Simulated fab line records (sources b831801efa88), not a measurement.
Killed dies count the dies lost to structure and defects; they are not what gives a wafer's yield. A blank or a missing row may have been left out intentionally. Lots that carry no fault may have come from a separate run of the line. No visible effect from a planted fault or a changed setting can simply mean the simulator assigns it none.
fab line records ; flow sky130
[record] lots = 11; wafers = 31; last-day = 50
route steps=708 shown METAL1@451 VIA1@470 VIA2@527 VIA4@657 PAD_OPEN@708
lots untouched by any fault: they come from a run of this same line in which no faults occurred
start-h: hours from the record's first day to the start of the lot's first wafer shown ; wait-h: how many hours have passed since the lot's step before this one ; " unchanged from the row above ; L1.1+2: a single row standing in for several wafers ; - no value present, or no start provided ; * or withheld: withheld ; < > ~ a bound
route shown NAME@n: NAME is a module with steps in the file, n the number in the route of the first one ; usual: the fault-free wafers' mean and standard deviation ; same: alike in all rows ; chamber/n: place in a boat ; sites: readings site by site ; _std_site: the standard deviation of these ; _edge_site: outer sites' mean less inner sites' ; radius-mm: for every site, how far away it sits from the centre of the wafer ; mask NAME#n: copy n ; behind: the tool/chamber that last shaped the wafer ; hold: the reason the lot was held/the length of the hold in hours/how it ended ; device: which transistor (n, p or np) failed to switch ; end of line: the same wafers' tests at the end of the route ; a step given without rows: its recipe and nothing more ; killed: dies lost to structure and defects at the first sort, not the wafer's yield ; map: the dies of a wafer, with x for killed, . for not killed, _ for no die there
set.NAME: the run value of the setting; set.NAME@STEP: its run value at that earlier step ; model.NAME: the simulator's own value behind a step, which no gauge read
one table for each step of the route and one row for each wafer, over a sample of lots
services: the hour from which a tool's chamber was out of use, counted from the record's first day as start-h (under 0 if before that day), plus the number of hours and why
[[steps]]
[step SKY_METAL1_DESCUM_17]
[recipe] chemistry = O2; source-power-w = 150; bias-power-w = 0; pressure-mtorr = 10; temp-c = 40; time-s = 8
[usual] drypump-motor-current-A = 5.8/0.48; he-backside-leak-sccm = 3.34/0.2; oes-product-au = 1.004/0.0071; rf-fwd-power-W = 147.3/0.7
[same] time-s = 8
lot.wafer;tool;chamber;start-h;wait-h;drypump-motor-current-A;he-backside-leak-sccm;oes-product-au;rf-fwd-power-W;rf-hours-counter-h
L901.2;rie-metal-01;1;786.66;0.0;5.5;3.39;1.004;146.8;-
L901.5;rie-metal-01;1;786.66;0.0;5.4;3.36;1.008;146.8;-
L901.6;rie-metal-01;1;786.66;0.0;5.4;3.36;0.992;146.5;-
L902.1;rie-metal-04;0;791.85;0.0;6.1;3.26;1.004;148.9;3
L902.2;rie-metal-04;1;791.85;0.0;5.2;3.14;1.010;146.4;11
L902.6;rie-metal-04;1;791.85;0.0;5.2;3.15;1.006;147.1;-
L903.1;rie-metal-04;1;797.45;0.0;5.2;3.27;1.019;147.3;11
L903.5;rie-metal-04;1;797.45;0.0;5.2;3.43;1.008;147.2;-
L903.6;rie-metal-04;0;797.45;0.0;6.1;2.93;0.999;147.7;-
L906.1;rie-metal-02;0;825.00;0.0;5.3;3.66;1.004;146.7;8
L906.2;rie-metal-02;1;825.00;0.0;6.5;3.40;1.002;146.9;6
L907.2;rie-metal-04;0;828.68;0.0;6.1;3.40;1.018;147.8;-
L907.3;rie-metal-04;0;828.68;0.0;6.1;3.42;1.002;147.9;-
L916.2;rie-metal-04;0;906.65;0.0;6.1;3.10;1.006;148.0;10
L916.4;rie-metal-04;1;906.65;0.0;5.2;3.15;1.009;147.2;-
L916.5;rie-metal-04;1;906.65;0.0;5.2;3.22;0.997;146.3;-
L917.2;rie-metal-02;0;908.15;0.0;5.3;3.44;0.999;147.2;12
L917.3;rie-metal-02;0;908.15;0.0;5.3;3.67;0.995;147.5;-
L917.6;rie-metal-02;0;908.15;0.0;5.3;3.56;0.999;147.8;-
L918.2;rie-metal-02;1;915.05;0.0;6.5;3.44;1.002;146.9;10
L918.3;rie-metal-02;1;915.05;0.0;6.4;3.65;0.998;146.0;-
L918.5;rie-metal-02;1;915.05;0.0;6.4;3.60;0.989;146.2;-
L919.1;rie-metal-02;1;922.55;0.0;6.4;3.42;1.002;146.6;10
L919.3;rie-metal-02;1;922.55;0.0;6.5;3.32;0.992;146.7;-
L919.5;rie-metal-02;1;922.55;0.0;6.4;3.33;1.003;146.9;-
L920.2;rie-metal-01;0;932.05;0.0;5.6;3.29;0.998;147.9;6
L920.3;rie-metal-01;0;932.05;0.0;5.6;3.18;1.002;148.4;-
L920.5;rie-metal-01;1;932.05;0.0;5.4;3.24;1.014;146.3;-
L921.2;rie-metal-04;0;935.42;0.0;6.1;3.21;1.016;147.3;-
L921.4;rie-metal-04;0;935.42;0.0;6.1;3.22;1.009;147.7;-
L921.5;rie-metal-04;0;935.42;0.0;6.1;2.98;1.016;148.2;-
[step SKY_VIA1_CD_MEAS_12]
[recipe] target-cd-nm = 150
[usual] cd-nm = 149.7/1.9
lot.wafer;tool;chamber;start-h;wait-h;cd-nm
L901.2;cd-sem-01;-;813.92;-;152.9
L901.5;cd-sem-01;-;813.92;-;152.8
L901.6;cd-sem-01;-;813.92;-;151.8
L902.1;cd-sem-01;-;819.60;-;150.2
L902.2;cd-sem-01;-;819.60;-;150.2
L902.6;cd-sem-01;-;819.60;-;148.2
L903.1;cd-sem-01;-;826.05;-;151.9
L903.5;cd-sem-01;-;826.05;-;150.6
L903.6;cd-sem-01;-;826.05;-;152.5
L906.1;cd-sem-02;-;852.06;-;153.5
L906.2;cd-sem-02;-;852.06;-;151.2
L907.2;cd-sem-02;-;855.78;-;150.6
L907.3;cd-sem-02;-;855.78;-;149.3
L916.2;cd-sem-02;-;932.22;-;152.2
L916.4;cd-sem-02;-;932.22;-;151.7
L916.5;cd-sem-02;-;932.22;-;151.6
L917.2;cd-sem-01;-;934.02;-;148.1
L917.3;cd-sem-01;-;934.02;-;145.0
L917.6;cd-sem-01;-;934.02;-;146.6
L918.2;cd-sem-01;-;941.22;-;150.7
L918.3;cd-sem-01;-;941.22;-;149.1
L918.5;cd-sem-01;-;941.22;-;149.3
L919.1;cd-sem-01;-;948.76;-;150.4
L919.3;cd-sem-01;-;948.76;-;148.6
L919.5;cd-sem-01;-;948.76;-;150.6
L920.2;cd-sem-02;-;957.82;-;148.7
L920.3;cd-sem-02;-;957.82;-;148.7
L920.5;cd-sem-02;-;957.82;-;149.1
L921.2;cd-sem-02;-;961.27;-;151.4
L921.4;cd-sem-02;-;961.27;-;151.4
L921.5;cd-sem-02;-;961.27;-;150.2
[step SKY_VIA2_SPUTTER_20]
[recipe] material = TiN; target-thk-nm = 20; chamber-pressure-pa = 5; power-w = 4000; time-s = 80
[usual] throttle-valve-pct = 30.4/0.82
[same] time-s = 80
lot.wafer;tool;chamber;start-h;wait-h;throttle-valve-pct
L901.2;pvd-sputter-03;-;869.11;0.0;30.8
L901.5;pvd-sputter-03;-;869.11;0.0;31.0
L901.6;pvd-sputter-03;-;869.11;0.0;30.7
L902.1;pvd-sputter-02;-;875.39;0.0;29.9
L902.2;pvd-sputter-02;-;875.39;0.0;29.6
L902.6;pvd-sputter-02;-;875.39;0.0;29.5
L903.1;pvd-sputter-02;-;882.10;0.0;29.3
L903.5;pvd-sputter-02;-;882.10;0.0;30.2
L903.6;pvd-sputter-02;-;882.10;0.0;29.3
L906.1;pvd-sputter-04;-;907.30;0.0;31.8
L906.2;pvd-sputter-04;-;907.30;0.0;29.9
L907.2;pvd-sputter-03;-;911.50;0.0;30.7
L907.3;pvd-sputter-03;-;911.50;0.0;31.0
L916.2;pvd-sputter-04;-;984.80;0.0;32.1
L916.4;pvd-sputter-04;-;984.80;0.0;31.3
L916.5;pvd-sputter-04;-;984.80;0.0;29.1
L917.2;pvd-sputter-02;-;986.79;0.0;29.9
L917.3;pvd-sputter-02;-;986.79;0.0;30.1
L917.6;pvd-sputter-02;-;986.79;0.0;29.3
L918.2;pvd-sputter-04;-;993.62;0.0;29.3
L918.3;pvd-sputter-04;-;993.62;0.0;31.9
L918.5;pvd-sputter-04;-;993.62;0.0;31.7
L919.1;pvd-sputter-03;-;999.50;0.0;30.7
L919.3;pvd-sputter-03;-;999.50;0.0;30.3
L919.5;pvd-sputter-03;-;999.50;0.0;30.6
L920.2;pvd-sputter-04;-;1009.09;0.0;29.4
L920.3;pvd-sputter-04;-;1009.09;0.0;29.5
L920.5;pvd-sputter-04;-;1009.09;0.0;29.6
L921.2;pvd-sputter-03;-;1012.29;0.0;31.1
L921.4;pvd-sputter-03;-;1012.29;0.0;30.8
L921.5;pvd-sputter-03;-;1012.29;0.0;30.9
[step SKY_VIA4_CVD_18]
[recipe] material = W; target-thk-nm = 505; time-s = 152.14; temp-c = 400; pressure-torr = 40
[usual] heater-power-w = 886/110
lot.wafer;tool;chamber;start-h;wait-h;heater-power-w
L901.2;cvd-w-01;1;1022.72;0.0;707
L901.5;cvd-w-01;1;1022.72;0.0;699
L901.6;cvd-w-01;0;1022.72;0.0;907
L902.1;cvd-w-02;0;1029.21;0.0;1031
L902.2;cvd-w-02;1;1029.21;0.0;822
L902.6;cvd-w-02;1;1029.21;0.0;823
L903.1;cvd-w-02;0;1033.76;0.0;1018
L903.5;cvd-w-02;1;1033.76;0.0;840
L903.6;cvd-w-02;0;1033.76;0.0;1015
L906.1;cvd-w-02;0;1055.76;0.0;1028
L906.2;cvd-w-02;1;1055.76;0.0;827
L907.2;cvd-w-02;0;1060.91;0.0;1000
L907.3;cvd-w-02;0;1060.91;0.0;1012
L916.2;cvd-w-02;0;1121.57;0.0;1039
L916.4;cvd-w-02;0;1121.57;0.0;1027
L916.5;cvd-w-02;1;1121.57;0.0;840
L917.2;cvd-w-02;0;1123.65;0.0;1032
L917.3;cvd-w-02;1;1123.65;0.0;856
L917.6;cvd-w-02;1;1123.65;0.0;857
L918.2;cvd-w-02;0;1131.06;0.0;1024
L918.3;cvd-w-02;1;1131.06;0.0;841
L918.5;cvd-w-02;1;1131.06;0.0;857
L919.1;cvd-w-01;0;1133.91;0.0;889
L919.3;cvd-w-01;0;1133.91;0.0;895
L919.5;cvd-w-01;0;1133.91;0.0;908
L920.2;cvd-w-02;0;1141.56;0.0;1020
L920.3;cvd-w-02;1;1141.56;0.0;841
L920.5;cvd-w-02;0;1141.56;0.0;1019
L921.2;cvd-w-02;0;1144.18;0.0;1046
L921.4;cvd-w-02;1;1144.18;0.0;829
L921.5;cvd-w-02;0;1144.18;0.0;1006
[step SKY_VIA4_RS_MEAS_19]
[recipe] thk-meas-gauge = four-point-probe; reads = W_of_VIA4_CVD_18+TiN_of_VIA4_SPUTTER_17
[usual] VIA4_W_RS = 0.2281/0.0027
lot.wafer;tool;chamber;start-h;wait-h;VIA4_W_RS[ohm/sq]
L901.2;film-metro-03;-;1022.89;0.1;0.2266
L901.5;film-metro-03;-;1022.89;0.1;0.2280
L901.6;film-metro-03;-;1022.89;0.1;0.2242
L902.1;film-metro-03;-;1029.36;0.1;0.2249
L902.2;film-metro-03;-;1029.36;0.1;0.2260
L902.6;film-metro-03;-;1029.36;0.1;0.2259
L903.1;film-metro-01;-;1033.91;0.1;0.2269
L903.5;film-metro-01;-;1033.91;0.1;0.2268
L903.6;film-metro-01;-;1033.91;0.1;0.2304
L906.1;film-metro-03;-;1055.92;0.1;0.2316
L906.2;film-metro-03;-;1055.92;0.1;0.1762
L907.2;film-metro-03;-;1061.08;0.1;0.1757
L907.3;film-metro-03;-;1061.08;0.1;0.2301
L916.2;film-metro-03;-;1121.74;0.1;0.2286
L916.4;film-metro-03;-;1121.74;0.1;0.2270
L916.5;film-metro-03;-;1121.74;0.1;0.2290
L917.2;film-metro-01;-;1123.82;0.1;0.2302
L917.3;film-metro-01;-;1123.82;0.1;0.2287
L917.6;film-metro-01;-;1123.82;0.1;0.2331
L918.2;film-metro-01;-;1131.23;0.1;0.2285
L918.3;film-metro-01;-;1131.23;0.1;0.2281
L918.5;film-metro-01;-;1131.23;0.1;0.2307
L919.1;film-metro-02;-;1134.06;0.1;0.2256
L919.3;film-metro-02;-;1134.06;0.1;0.2254
L919.5;film-metro-02;-;1134.06;0.1;0.2235
L920.2;film-metro-03;-;1141.73;0.1;0.2270
L920.3;film-metro-03;-;1141.73;0.1;0.2287
L920.5;film-metro-03;-;1141.73;0.1;0.2296
L921.2;film-metro-03;-;1144.35;0.1;0.2254
L921.4;film-metro-03;-;1144.35;0.1;0.2262
L921.5;film-metro-03;-;1144.35;0.1;0.2261
[step SKY_VIA4_THK_MEAS_20]
[recipe] thk-meas-gauge = xrf; reads = W_of_VIA4_CVD_18
[usual] VIA4_W_THK = 493/10
lot.wafer;tool;chamber;start-h;wait-h;VIA4_W_THK[nm]
L901.2;film-metro-03;-;1023.00;0.1;489
L901.5;film-metro-03;-;1023.00;0.1;484
L901.6;film-metro-03;-;1023.00;0.1;494
L902.1;film-metro-03;-;1029.48;0.1;494
L902.2;film-metro-03;-;1029.48;0.1;491
L902.6;film-metro-03;-;1029.48;0.1;490
L903.1;film-metro-01;-;1034.03;0.1;492
L903.5;film-metro-01;-;1034.03;0.1;492
L903.6;film-metro-01;-;1034.03;0.1;487
L906.1;film-metro-03;-;1056.04;0.1;478
L906.2;film-metro-03;-;1056.04;0.1;621
L907.2;film-metro-03;-;1061.19;0.1;628
L907.3;film-metro-03;-;1061.19;0.1;483
L916.2;film-metro-03;-;1121.85;0.1;490
L916.4;film-metro-03;-;1121.85;0.1;494
L916.5;film-metro-03;-;1121.85;0.1;489
L917.2;film-metro-01;-;1123.93;0.1;484
L917.3;film-metro-01;-;1123.93;0.1;483
L917.6;film-metro-01;-;1123.93;0.1;481
L918.2;film-metro-01;-;1131.34;0.1;488
L918.3;film-metro-01;-;1131.34;0.1;489
L918.5;film-metro-01;-;1131.34;0.1;484
L919.1;film-metro-02;-;1134.18;0.1;508
L919.3;film-metro-02;-;1134.18;0.1;511
L919.5;film-metro-02;-;1134.18;0.1;511
L920.2;film-metro-03;-;1141.84;0.1;492
L920.3;film-metro-03;-;1141.84;0.1;485
L920.5;film-metro-03;-;1141.84;0.1;490
L921.2;film-metro-03;-;1144.46;0.1;494
L921.4;film-metro-03;-;1144.46;0.1;494
L921.5;film-metro-03;-;1144.46;0.1;491
[step SKY_VIA4_CMP_21]
[recipe] stop-on = SiO2; t-overpolish-s = 25; down-force-psi = 3.5; platen-rpm = 60; target-thk-nm = 0; pad-velocity-m-s = 0.94248
[usual] motor-current-A = 10.6/1.3; slurry-filter-dp-kPa = 13.49/0.14; time-to-endpoint-s = 122/4.1
lot.wafer;tool;chamber;start-h;wait-h;motor-current-A;slurry-filter-dp-kPa;time-to-endpoint-s
L901.2;cmp-02;2;1023.20;0.2;10.2;13.55;133
L901.5;cmp-02;3;1023.20;0.2;10.9;13.49;127
L901.6;cmp-02;0;1023.20;0.2;13.6;13.63;127
L902.2;cmp-02;2;1029.59;0.1;11.0;13.49;129
L902.1;cmp-02;3;1029.59;0.1;10.6;13.27;134
L902.6;cmp-02;2;1029.59;0.1;10.5;13.45;133
L903.1;cmp-02;1;1034.09;0.1;9.9;13.56;125
L903.5;cmp-02;1;1034.09;0.1;9.8;13.26;126
L903.6;cmp-02;2;1034.09;0.1;10.7;13.82;129
L906.1;cmp-01;2;1056.29;0.2;9.8;13.30;116
L906.2;cmp-01;1;1056.29;0.2;11.4;13.56;156
L907.2;cmp-01;1;1061.34;0.1;12.1;13.41;146
L907.3;cmp-01;2;1061.34;0.1;9.6;13.40;116
L916.4;cmp-01;1;1121.95;0.1;11.4;13.64;123
L916.2;cmp-01;2;1121.95;0.1;9.9;13.45;118
L916.5;cmp-01;1;1121.95;0.1;11.7;13.47;122
L917.2;cmp-01;2;1124.03;0.1;9.9;13.76;120
L917.3;cmp-01;0;1124.03;0.1;8.5;13.29;126
L917.6;cmp-01;2;1124.03;0.1;10.3;13.39;122
L918.3;cmp-02;3;1131.49;0.1;10.8;13.28;119
L918.2;cmp-02;0;1131.49;0.1;14.2;13.53;117
L918.5;cmp-02;1;1131.49;0.1;10.9;13.43;117
L919.3;cmp-02;0;1134.29;0.1;13.2;13.59;121
L919.1;cmp-02;1;1134.29;0.1;10.6;13.70;119
L919.5;cmp-02;3;1134.29;0.1;11.0;13.51;123
L920.3;cmp-02;2;1141.99;0.1;10.6;13.53;123
L920.2;cmp-02;3;1141.99;0.1;11.3;13.62;123
L920.5;cmp-02;0;1141.99;0.1;13.1;13.65;119
L921.2;cmp-01;3;1144.56;0.1;10.3;13.60;125
L921.4;cmp-01;1;1144.56;0.1;11.6;13.43;127
L921.5;cmp-01;3;1144.56;0.1;9.7;13.27;123
[step SKY_PAD_OPEN_PROBE_99]
[usual] defect-limited-yield = 82.2/1.9; killed_at_M0_to_M3 = 45/7.3; killed_at_M4_up = 3.1/1.7; killed-at-contacts = 25/5.1; killed-at-front-end = 15/4.5; killed-at-other = 0.3/0.56; killed-dies = 88/9.4; killed-open = 47/6.6; killed-short = 40/6.9; sort_bin_3_pad_short = 0.9/0.46; sort_bin_5_function = 10.5/1.5; sort_bin_6_memory = 6.4/1.1; sort-n-pass = 404/9.4; sort-yield-pct = 82.2/1.9
[same] gross-dies = 492; killed-at-back-side = 0; sort_bin_4_leakage[%] = 0; sort_bin_8_speed[%] = 0
lot.wafer;tool;chamber;start-h;wait-h;defect-limited-yield[%];killed_at_M0_to_M3;killed_at_M4_up;killed-at-contacts;killed-at-front-end;killed-at-other;killed-dies;killed-open;killed-short;sort_bin_3_pad_short[%];sort_bin_5_function[%];sort_bin_6_memory[%];sort-n-pass;sort-yield-pct[%]
L902.1;prober-02;-;1095.02;0.1;81.9;50;1;24;14;0;89;49;40;0.2;10.8;7.1;403;81.9
L902.2;prober-02;-;1095.07;0.1;80.1;55;2;27;14;0;98;46;52;0.6;11.0;8.3;394;80.1
L902.6;prober-02;-;1095.27;0.2;80.5;55;3;26;12;0;96;48;48;1.6;12.2;5.7;396;80.5
L917.2;prober-02;-;1181.22;0.1;80.9;46;7;25;16;0;94;52;42;1.0;12.6;5.5;398;80.9
L917.3;prober-02;-;1181.27;0.2;81.3;49;2;21;20;0;92;49;43;0.6;10.6;7.5;400;81.3
L917.6;prober-02;-;1181.42;0.2;85.4;39;1;20;11;1;72;44;28;0.8;7.1;6.7;420;85.4
L918.2;prober-01;-;1187.15;0.1;84.3;39;3;25;9;1;77;40;37;0.4;8.5;6.7;415;84.3
L918.3;prober-01;-;1187.20;0.2;83.5;51;0;21;8;1;81;47;32;1.2;8.9;6.3;411;83.5
L918.5;prober-01;-;1187.30;0.2;80.5;55;3;25;12;1;96;51;44;1.4;10.6;7.5;396;80.5
L919.1;prober-02;-;1189.80;0.1;84.3;39;8;20;10;0;77;38;39;0.8;8.7;6.1;415;84.3
L919.3;prober-02;-;1189.90;0.2;82.5;47;3;27;9;0;86;49;37;0.4;9.8;7.3;406;82.5
L919.5;prober-02;-;1190.00;0.2;82.7;44;1;25;15;0;85;47;38;0;9.1;8.1;407;82.7
L921.2;prober-02;-;1198.17;0.1;87.2;38;2;12;11;0;63;37;26;0.4;7.1;5.3;429;87.2
L921.4;prober-02;-;1198.27;0.2;82.9;45;6;25;8;0;84;49;35;0;10.2;6.9;408;82.9
L921.5;prober-02;-;1198.32;0.2;79.3;50;2;30;20;0;102;56;46;0.8;11.4;8.5;390;79.3
// killed by level:class
L902.1 LI_CONTACT:geometric-particle:open=14 METAL2:geometric-particle:short=11 VIA2:geometric-particle:open=8 VIA1:geometric-particle:short=8 VIA1:geometric-particle:open=7 VIA3:geometric-particle:open=6 CONTACT:geometric-particle:open=5 CONTACT:geometric-particle:short=4
L902.2 METAL2:geometric-particle:short=11 VIA3:geometric-particle:open=11 VIA1:geometric-particle:open=9 CONTACT:geometric-particle:short=6 LOCAL_INTERCONNECT:geometric-particle:short=5 CONTACT:geometric-particle:open=5 METAL1:geometric-particle:short=5 VIA3:geometric-particle:short=5
L902.6 METAL1:geometric-particle:short=11 VIA3:geometric-particle:open=10 CONTACT:geometric-particle:open=8 VIA1:geometric-particle:short=7 LI_CONTACT:geometric-particle:open=6 LI_CONTACT:geometric-particle:short=6 VIA2:geometric-particle:open=6 VIA1:geometric-particle:open=5
L917.2 VIA1:geometric-particle:open=10 VIA3:geometric-particle:open=10 CONTACT:geometric-particle:open=9 CONTACT:geometric-particle:short=7 FIELD_ISO:geometric-particle:open=6 LI_CONTACT:geometric-particle:open=5 VIA1:geometric-particle:short=5 METAL2:geometric-particle:short=5
L917.3 VIA1:geometric-particle:open=10 VIA2:geometric-particle:open=9 METAL2:geometric-particle:short=8 LI_CONTACT:geometric-particle:open=7 VIA3:geometric-particle:open=6 CONTACT:geometric-particle:open=6 FIELD_ISO:geometric-particle:open=5 FIELD_ISO:geometric-particle:short=5
L917.6 VIA1:geometric-particle:open=11 CONTACT:geometric-particle:open=8 VIA3:geometric-particle:open=7 VIA2:geometric-particle:open=7 CONTACT:geometric-particle:short=6 POLY_GATE:geometric-particle:short=4 VIA3:geometric-particle:short=4 FIELD_ISO:geometric-particle:open=3
L918.2 VIA1:geometric-particle:open=11 CONTACT:geometric-particle:open=8 LI_CONTACT:geometric-particle:open=6 METAL1:geometric-particle:short=6 METAL2:geometric-particle:short=5 FIELD_ISO:geometric-particle:open=4 CONTACT:geometric-particle:short=4 VIA2:geometric-particle:open=4
L918.3 VIA1:geometric-particle:open=9 LI_CONTACT:geometric-particle:open=9 VIA2:geometric-particle:open=8 CONTACT:geometric-particle:open=6 METAL2:geometric-particle:short=6 VIA1:geometric-particle:short=5 VIA3:geometric-particle:open=5 METAL3:geometric-particle:short=5
L918.5 VIA3:geometric-particle:open=11 CONTACT:geometric-particle:open=10 VIA2:geometric-particle:open=10 VIA1:geometric-particle:short=7 METAL1:geometric-particle:short=7 LI_CONTACT:geometric-particle:open=6 VIA1:geometric-particle:open=6 METAL2:geometric-particle:short=6
L919.1 CONTACT:geometric-particle:open=7 VIA2:geometric-particle:open=7 VIA1:geometric-particle:short=6 METAL2:geometric-particle:short=6 LI_CONTACT:geometric-particle:open=5 VIA1:geometric-particle:open=5 METAL4:geometric-particle:short=5 METAL1:geometric-particle:short=4
L919.3 VIA1:geometric-particle:open=10 CONTACT:geometric-particle:open=9 METAL2:geometric-particle:short=9 VIA2:geometric-particle:open=9 LI_CONTACT:geometric-particle:open=8 FIELD_ISO:geometric-particle:open=5 CONTACT:geometric-particle:short=4 VIA1:geometric-particle:short=4
L919.5 CONTACT:geometric-particle:open=10 VIA1:geometric-particle:open=8 CONTACT:geometric-particle:short=8 VIA3:geometric-particle:open=7 VIA2:geometric-particle:open=7 METAL1:geometric-particle:short=6 FIELD_ISO:geometric-particle:open=5 LI_CONTACT:geometric-particle:open=5
L921.2 VIA1:geometric-particle:open=12 VIA2:geometric-particle:open=8 POLY_GATE:geometric-particle:open=6 VIA1:geometric-particle:short=5 CONTACT:geometric-particle:short=4 LI_CONTACT:geometric-particle:open=3 LOCAL_INTERCONNECT:geometric-particle:short=3 METAL3:geometric-particle:short=3
L921.4 LI_CONTACT:geometric-particle:open=10 VIA2:geometric-particle:open=9 VIA1:geometric-particle:open=8 CONTACT:geometric-particle:open=6 METAL1:geometric-particle:short=6 VIA3:geometric-particle:open=5 CONTACT:geometric-particle:short=4 METAL2:geometric-particle:short=4
L921.5 VIA1:geometric-particle:open=13 CONTACT:geometric-particle:open=12 VIA2:geometric-particle:open=11 LI_CONTACT:geometric-particle:open=9 METAL2:geometric-particle:short=9 POLY_GATE:geometric-particle:short=7 CONTACT:geometric-particle:short=5 FIELD_ISO:geometric-particle:short=4
[[services]]
tool;chamber;start-h;hours;kind
cmp-02;-;766.34;6.1;repair
cmp-02;-;775.04;4.1;repair
cmp-02;-;779.14;6.8;pm
cmp-01;-;795.19;0.7;repair
cmp-01;-;795.73;1.3;repair
rie-metal-04;1;828.19;28.1;repair
rie-metal-04;1;887.75;8.3;repair
cmp-02;-;900.61;0.4;repair
cmp-02;-;905.78;0.4;repair
cmp-01;-;911.84;3.5;repair
cmp-01;-;915.38;4.0;pm
cmp-01;-;923.43;2.0;repair
cvd-w-02;-;923.78;6.9;pm
cmp-01;-;925.44;12.0;pm
cmp-02;-;942.89;0.4;repair
cmp-01;-;957.73;1.6;repair
cmp-01;-;959.40;9.4;pm
cmp-01;-;991.48;0.4;repair
cmp-02;-;1054.28;2.1;repair
cvd-w-02;0;1070.42;13.8;repair
cvd-w-02;-;1080.52;2.8;pm
cvd-w-02;0;1086.41;4.5;repair
cmp-02;-;1094.13;4.0;pm
cmp-02;-;1144.38;8.1;pm
[[key]]
[first-sign] step = SKY_VIA4_RS_MEAS_19; reading = VIA4_W_RS; direction = down; sigmas = 19; usual = 0.2281; struck = 0.1759
[effect] step = SKY_VIA4_THK_MEAS_20; reading = VIA4_W_THK; direction = up; sigmas = 13; usual = 493; struck = 624
[effect] step = SKY_VIA4_CMP_21; reading = time-to-endpoint-s; direction = up; sigmas = 7; usual = *; struck = *
met-at SKY_VIA4_CVD_18
struck-lots L906,L907
struck-wafers L906.2,L907.2
not-acting-at SKY_METAL1_DESCUM_17,SKY_VIA1_CD_MEAS_12,SKY_VIA2_SPUTTER_20
onset-between 1033.76 1055.76
[fault] kind = process-parameter-drift; tool = cvd-w-02; chamber = -; onset-h = 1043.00; steps = SKY_VIA4_CVD_18; channel = target-thk-nm; offset = 154.19; shape = step; end-h = 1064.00; scope = struck-wafers-only; acts-in = these-recipes-only; stated = 505
